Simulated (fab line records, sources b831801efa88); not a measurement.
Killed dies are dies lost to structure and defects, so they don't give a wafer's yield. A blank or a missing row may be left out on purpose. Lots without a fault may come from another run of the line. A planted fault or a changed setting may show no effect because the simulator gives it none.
fab line records | flow sky130
record lots=4 wafers=12 last_day=47
route steps=708 shown VIA4@653 METAL5@661 PASSIVATION@681 PAD_OPEN@694
lots that met no fault: from a run of the same line without faults
start_h: hours from the record's first day to the start of the lot's first wafer shown | wait_h: hours since the lot's step before | " the same as in the row above | L1.1+2: a row that stands for several wafers | - no value, or no start given | * or withheld: withheld | < > ~ a bound
route shown NAME@n: a module of which the file shows steps, and the number in the route of the first | usual: mean/standard deviation of fault-free wafers | same: alike in all rows | chamber/n: place in a boat | sites: the reading at each site | _std_site: their standard deviation | _edge_site: outer sites' mean less inner sites' | radius_mm: how far each site lies from the wafer's centre | mask NAME#n: copy n | behind: the tool/chamber that last shaped the wafer | hold: why the lot was held/for how many hours/how that ended | device: the transistor (n, p or np) that didn't switch | end of line: the same wafers' tests at the end of the route | a step without rows: its recipe alone | killed: dies lost to structure and defects at the first sort, not the wafer's yield | map: a wafer's dies, x killed, . not, _ none there
set.NAME: the setting as run; set.NAME@STEP: as run at that earlier step | model.NAME: the simulator's own value behind a step, which no gauge read
lots at some steps of the route; a table a step, a row a wafer
services: from which hour (start_h, from the record's first day; less than 0 if before it) a tool's chamber was out of use, for how many hours, and why
## steps
# step SKY_VIA4_STRIP_14
# recipe chemistry=post_etch_residue_remover time_s=1200 temp_c=72.5
# step SKY_VIA4_CLEAN_15
# recipe chemistry=IPA time_s=180 temp_c=25
# step SKY_VIA4_CLEAN_16
# recipe chemistry=O3/DIW dry=n2_spin
# step SKY_VIA4_SPUTTER_17
# recipe material=TiN target_thk_nm=20 chamber_pressure_pa=5 power_w=4000 time_s=80
# step SKY_VIA4_CVD_18
# recipe material=W target_thk_nm=505 time_s=152.14 temp_c=400 pressure_torr=40
# step SKY_VIA4_CMP_21
# recipe stop_on=SiO2 t_overpolish_s=25 down_force_psi=3.5 platen_rpm=60 target_thk_nm=0 pad_velocity_m_s=0.94248
# step SKY_METAL5_SPUTTER_00
# recipe material=Ti target_thk_nm=15 power_w=3000 time_s=10 chamber_pressure_pa=0.4
# step SKY_METAL5_SPUTTER_01
# recipe material=TiN target_thk_nm=20 power_w=6500 time_s=16.7 chamber_pressure_pa=0.4
# step SKY_METAL5_SPUTTER_02
# recipe material=AlCu target_thk_nm=1150 power_w=10600 time_s=61.2 chamber_pressure_pa=0.4
# step SKY_METAL5_SPUTTER_03
# recipe material=Ti target_thk_nm=5 power_w=3000 time_s=3.3 chamber_pressure_pa=0.4
# step SKY_METAL5_SPUTTER_04
# recipe material=TiN target_thk_nm=70 power_w=6500 time_s=58.3 chamber_pressure_pa=0.4
# usual throttle_valve_pct=29.9/1.1
# columns lot.wafer tool chamber start_h wait_h throttle_valve_pct model.TiN_of_METAL5_SPUTTER_04.thk_nm
L184.1 pvd_sputter-02 - 1033.91 0.0 29.8 69.91
L184.3 " - " " 28.5 68.86
L184.6 " - " " 31.7 69.75
L186.3 pvd_sputter-02 - 1055.33 0.0 28.4 103.6
L186.4 " - " " 31.6 104.4
L186.5 " - " " 27.9 104.9
L188.2 pvd_sputter-03 - 1065.60 0.0 29.7 71.17
L188.4 " - " " 30.0 70.41
L188.6 " - " " 29.9 70.67
L189.2 pvd_sputter-02 - 1071.71 0.0 30.0 104.9
L189.3 " - " " 31.6 105
L189.4 " - " " 28.6 104
# step SKY_METAL5_THK_MEAS_06
# recipe thk_meas_gauge=xrf reads=AlCu_of_METAL5_SPUTTER_02
# usual METAL5_ALCU_THK=1139/13
# columns lot.wafer tool chamber start_h wait_h METAL5_ALCU_THK[nm]
L184.1 film_metro-01 - 1034.08 0.1 1133
L184.3 " - " " 1131
L184.6 " - " " 1146
L186.3 film_metro-01 - 1055.52 0.1 1036
L186.4 " - " " 1040
L186.5 " - " " 1031
L188.2 film_metro-02 - 1065.78 0.1 1123
L188.4 " - " " 1129
L188.6 " - " " 1137
L189.2 film_metro-03 - 1071.89 0.1 1045
L189.3 " - " " 1057
L189.4 " - " " 1044
# step SKY_METAL5_DEHYDRATE_07
# recipe temp_c=200 time_s=60
# step SKY_METAL5_HMDS_08
# recipe prime_time_s=60 prime_temp_c=120
# step SKY_METAL5_COAT_09
# recipe resist=NOVOLAK spin_rpm=3000 resist_thk_nm=1800
# step SKY_METAL5_SOFTBAKE_10
# recipe temp_c=90 time_s=60 resist=NOVOLAK
# step SKY_METAL5_EXPOSE_11
# recipe mask_id=MM5 na=0.6 source_shape=conventional sigma_outer=0.6 polarization=unpolarized target_cd_nm=1600 dose_mj=190
# step SKY_METAL5_PEB_12
# recipe temp_c=withheld time_s=* resist=NOVOLAK
# step SKY_METAL5_DEVELOP_13
# recipe resist=NOVOLAK developer=TMAH develop_time_s=60 dev_temp_c=23
# step SKY_METAL5_DESCUM_14
# recipe chemistry=O2 source_power_w=150 bias_power_w=0 pressure_mtorr=10 temp_c=40 time_s=11
# step SKY_METAL5_METAL_ETCH_15
# recipe target_depth_a=12600 stop_on=SiO2 over_etch_frac=0.2 time_s=252 chemistry=Cl2/BCl3 resist_sidewall_deg=86 pressure_mtorr=10 icp_w=900 bias_w=48.5 Cl2_flow_sccm=60 bcl3_flow_sccm=30
# step SKY_METAL5_STRIP_16
# recipe chemistry=O2/N2 power_w=1400 pressure_mtorr=1500 platen_temp_c=withheld o2_flow_sccm=3000 n2_flow_sccm=300 overash_fraction=0.5
# step SKY_METAL5_STRIP_17
# recipe chemistry=post_etch_residue_remover time_s=1200 temp_c=72.5
# usual bath_guard_temp_C=72.8/0.45
# columns lot.wafer tool chamber start_h wait_h bath_guard_temp_C model.TiN_of_METAL5_SPUTTER_04.thk_nm
L184.1 wet_bench-04 2 1056.70 0.1 73.3 69.48
L184.3 " 2 " " 73.2 68.44
L184.6 " 2 " " 73.0 69.33
L186.3 wet_bench-03 0 1076.46 0.0 72.6 103.2
L186.4 " 0 " " 72.8 103.9
L186.5 " 0 " " 72.6 104.5
L188.2 wet_bench-01 3 1086.10 0.1 72.4 70.75
L188.4 " 3 " " 72.8 69.99
L188.6 " 3 " " 72.6 70.25
L189.2 wet_bench-01 3 1092.36 0.1 72.7 104.5
L189.3 " 3 " " 72.3 104.5
L189.4 " 3 " " 72.6 103.5
# step SKY_METAL5_CLEAN_18
# recipe chemistry=IPA time_s=180 temp_c=25
# step SKY_METAL5_CLEAN_19
# recipe chemistry=O3/DIW dry=n2_spin
# step SKY_PASSIVATION_CVD_00
# recipe material=SiO2 target_thk_nm=90 temp_c=400 time_s=withheld rf_w=600
# step SKY_PASSIVATION_CVD_02
# recipe material=Si3N4 target_thk_nm=540 temp_c=400 time_s=withheld rf_w=450
# step SKY_PASSIVATION_DEHYDRATE_04
# recipe temp_c=200 time_s=60
# step SKY_PASSIVATION_HMDS_05
# recipe prime_time_s=60 prime_temp_c=120
# step SKY_PASSIVATION_COAT_06
# recipe spin_rpm=2000 resist_thk_nm=3000
# step SKY_PASSIVATION_SOFTBAKE_07
# recipe temp_c=110 time_s=withheld
# step SKY_PASSIVATION_EXPOSE_08
# recipe mask_id=NSM target_cd_nm=3000 na=0.57 dose_mj=260
# step SKY_PASSIVATION_PEB_09
# recipe temp_c=115 time_s=withheld
# step SKY_PASSIVATION_DEVELOP_10
# recipe develop_time_s=60 dev_temp_c=23
# step SKY_PASSIVATION_ETCH_11
# recipe chemistry=CF4/O2 target_depth_nm=725 stop_on=AlCu source_w=800 bias_w=150 pressure_mtorr=150 cf4_flow_sccm=80 O2_flow_sccm=10 time_s=161.1
# usual drypump_motor_current_A=5.8/0.47 oes_product_au=0.977/0.006 throttle_valve_pct=5.964/0.0093
# columns lot.wafer tool chamber start_h wait_h drypump_motor_current_A oes_product_au rf_hours_counter_h throttle_valve_pct model.PASSIVATION.feature_depth_nm
L184.1 rie_diel-04 0 1078.53 - 6.5 0.984 18 5.955 704.2
L184.3 " 3 " " 5.8 0.971 14 5.971 701.1
L184.6 " 3 " " 5.8 0.990 - 5.968 714.9
L186.3 rie_diel-02 1 1098.53 - 5.2 0.984 19 5.966 715.9
L186.4 " 3 " " 6.2 0.999 12 5.984 732.1
L186.5 " 0 " " 5.5 0.983 - 5.964 714.5
L188.2 rie_diel-04 1 1106.79 - 6.3 0.977 11 5.957 700.5
L188.4 " 0 " " 6.5 0.968 20 5.959 704.3
L188.6 " 1 " " 6.2 0.971 - 5.966 699
L189.2 rie_diel-04 3 1113.29 - 5.8 0.994 15 5.965 726.9
L189.3 " 1 " " 6.2 0.989 11 5.974 726.7
L189.4 " 0 " " 6.5 1.004 20 5.958 724.3
# step SKY_PASSIVATION_STRIP_12
# recipe chemistry=O2/N2 power_w=1400 pressure_mtorr=1500 platen_temp_c=withheld overash_fraction=0.7 o2_flow_sccm=3000 n2_flow_sccm=300
# step SKY_PAD_OPEN_DEHYDRATE_00
# recipe temp_c=200 time_s=60
# step SKY_PAD_OPEN_ETCH_07
# recipe chemistry=CF4/O2 target_depth_nm=725 stop_on=AlCu source_w=800 bias_w=150 pressure_mtorr=150 cf4_flow_sccm=80 O2_flow_sccm=10 time_s=161.1
# usual drypump_motor_current_A=5.6/0.48 oes_product_au=0.977/0.0063 throttle_valve_pct=5.964/0.0097
# columns lot.wafer tool chamber start_h wait_h drypump_motor_current_A oes_product_au rf_hours_counter_h throttle_valve_pct model.PAD_OPEN.feature_depth_nm
L184.1 rie_diel-03 0 1099.69 - 6.0 0.978 17 5.973 704.2
L184.3 " 1 " " 5.8 0.986 20 5.967 701.1
L184.6 " 1 " " 5.8 0.984 - 5.967 714.9
L186.3 rie_diel-03 2 1118.84 - 5.7 0.991 12 5.959 728.9
L186.4 " 3 " " 4.8 1.006 26 5.966 737.6
L186.5 " 2 " " 5.7 0.991 - 5.974 721.4
L188.2 rie_diel-02 3 1126.34 - 6.1 0.973 13 5.968 700.5
L188.4 " 0 " " 5.6 0.981 16 5.963 704.3
L188.6 " 3 " " 6.1 0.970 - 5.964 699
L189.2 rie_diel-03 1 1131.74 - 5.8 1.002 21 5.974 730.4
L189.3 " 3 " " 4.7 1.013 27 5.982 734.3
L189.4 " 2 " " 5.7 1.002 13 5.957 727.4
## services
# columns tool chamber start_h hours kind
rie_diel-02 - 1013.74 1.7 repair
pvd_sputter-03 3 1018.35 - consumable_replace:kit
pvd_sputter-03 3 1018.35 18.0 scheduled_down
pvd_sputter-03 3 1018.35 18.0 vent_cycle
rie_diel-04 - 1025.67 0.1 repair
rie_diel-03 3 1026.82 2.6 repair
rie_diel-04 1 1039.09 7.6 repair
pvd_sputter-03 - 1045.94 2.6 repair
rie_diel-04 - 1054.51 1.3 repair
rie_diel-03 2 1084.70 4.6 repair
pvd_sputter-03 2 1103.99 - consumable_replace:kit
pvd_sputter-03 2 1103.99 18.0 scheduled_down
pvd_sputter-03 2 1103.99 18.0 vent_cycle
pvd_sputter-02 2 1128.12 - consumable_replace:kit
pvd_sputter-02 2 1128.12 18.0 scheduled_down
pvd_sputter-02 2 1128.12 18.0 vent_cycle
## key
first_sign step=SKY_METAL5_THK_MEAS_06 reading=METAL5_ALCU_THK direction=down sigmas=7.4 usual=1139 struck=1042
effect step=SKY_PASSIVATION_ETCH_11 reading=oes_product_au direction=up sigmas=2.5 usual=0.977 struck=0.992 wafers_moved=5
effect step=SKY_PAD_OPEN_ETCH_07 reading=oes_product_au direction=up sigmas=3.7 usual=0.977 struck=1.001
model_effect step=SKY_METAL5_SPUTTER_04 value=TiN_of_METAL5_SPUTTER_04.thk_nm without=69.64 struck=104.5
model_effect step=SKY_METAL5_STRIP_17 value=TiN_of_METAL5_SPUTTER_04.thk_nm without=69.22 struck=104
model_effect step=SKY_PASSIVATION_ETCH_11 value=PASSIVATION.feature_depth_nm without=704.6 struck=723.4
model_effect step=SKY_PAD_OPEN_ETCH_07 value=PAD_OPEN.feature_depth_nm without=704.6 struck=730
met_at SKY_METAL5_SPUTTER_04
struck_wafers L186.3,L186.4,L186.5,L189.2,L189.3,L189.4
onset_between 1033.91 1055.33
fault kind=process_parameter_drift tool=pvd_sputter-02 chamber=- onset_h=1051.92 steps=SKY_METAL5_SPUTTER_04 channel=target_thk_nm offset=34.812 shape=step end_h=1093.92 acts_in=these_recipes_only stated=70
